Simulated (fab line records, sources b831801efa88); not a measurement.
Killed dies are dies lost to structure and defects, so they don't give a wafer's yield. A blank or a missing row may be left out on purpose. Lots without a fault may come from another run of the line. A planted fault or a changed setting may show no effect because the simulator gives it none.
One fault seen from 2 desks | flow sky130 | each desk has only its own numbers; what lay behind them comes last

THE TOOL OWNER'S DESK: cmp-02
The tool's own readings at SKY_VIA3_CMP_02 (polishes SiO2): means of the sampled wafers that have a number, for each lot that ran on this tool. A lot is out of limits, marked OUT, if its mean lies more than 4 standard deviations from the usual mean; the brackets give that distance.
Columns: A = motor_current_A at SKY_VIA3_CMP_02, usual 11.6 A; B = platen_rpm at SKY_VIA3_CMP_02, usual 60.00 rpm
lot  | first seen here | A    | B
L874 | day 38 12:13    | 11.3 | 60.02
L883 | day 41 04:10    | 11.2 | 60.01
L887 | day 42 06:32    | 11.7 | 59.99
L888 | day 42 17:31    | 11.9 | 59.96
L891 | day 44 06:11    | 11.8 | 60.01
L894 | day 44 08:19    | 11.4 | 60.01
L893 | day 44 14:55    | 11.5 | 60.01
This desk's finding: nothing out of limits on any of the 7 lots.

THE METROLOGY DESK
What the gauges read, lot by lot, whatever tool the lot ran on: means of the sampled wafers that have a number. A lot is out of limits, marked OUT, if its mean lies more than 4 standard deviations from the usual mean; the brackets give that distance.
Columns: A = cd_nm at SKY_VIA2_CD_MEAS_12, usual 199.9 nm; B = VIA3_BOW at SKY_VIA3_BOW_MEAS_03, usual 79 um; C = cd_nm at SKY_VIA3_CD_MEAS_12, usual 200.1 nm; D = PAD_OPEN_BOW at SKY_PAD_OPEN_BOW_MEAS_13, usual 46 um
lot  | first seen here | A     | B  | C     | D
L874 | day 36 04:09    | 199.0 | 77 | 201.9 | 49
L880 | day 38 08:44    | 200.4 | 92 | 197.2 | 57
L882 | day 38 18:19    | 201.8 | 82 | 198.3 | 46
L883 | day 38 22:18    | 200.1 | 76 | 197.7 | 36
L885 | day 39 15:10    | 201.5 | 73 | 201.6 | 39
L887 | day 40 01:33    | 199.4 | 76 | 200.3 | 39
L888 | day 40 11:58    | 198.6 | 84 | 199.7 | 48
L891 | day 42 04:20    | 201.1 | 94 | 199.5 | 62
L894 | day 42 07:43    | 200.9 | 98 | 200.0 | 69
L893 | day 42 13:14    | 199.3 | 85 | 200.2 | 50
L895 | day 42 14:58    | 198.2 | 81 | 200.5 | 47
This desk's finding: nothing out of limits on any of the 11 lots.

PUT TOGETHER
The tool owner's desk saw nothing out of limits.
The metrology desk saw nothing out of limits.

WHAT THE SIMULATOR HAD PUT IN
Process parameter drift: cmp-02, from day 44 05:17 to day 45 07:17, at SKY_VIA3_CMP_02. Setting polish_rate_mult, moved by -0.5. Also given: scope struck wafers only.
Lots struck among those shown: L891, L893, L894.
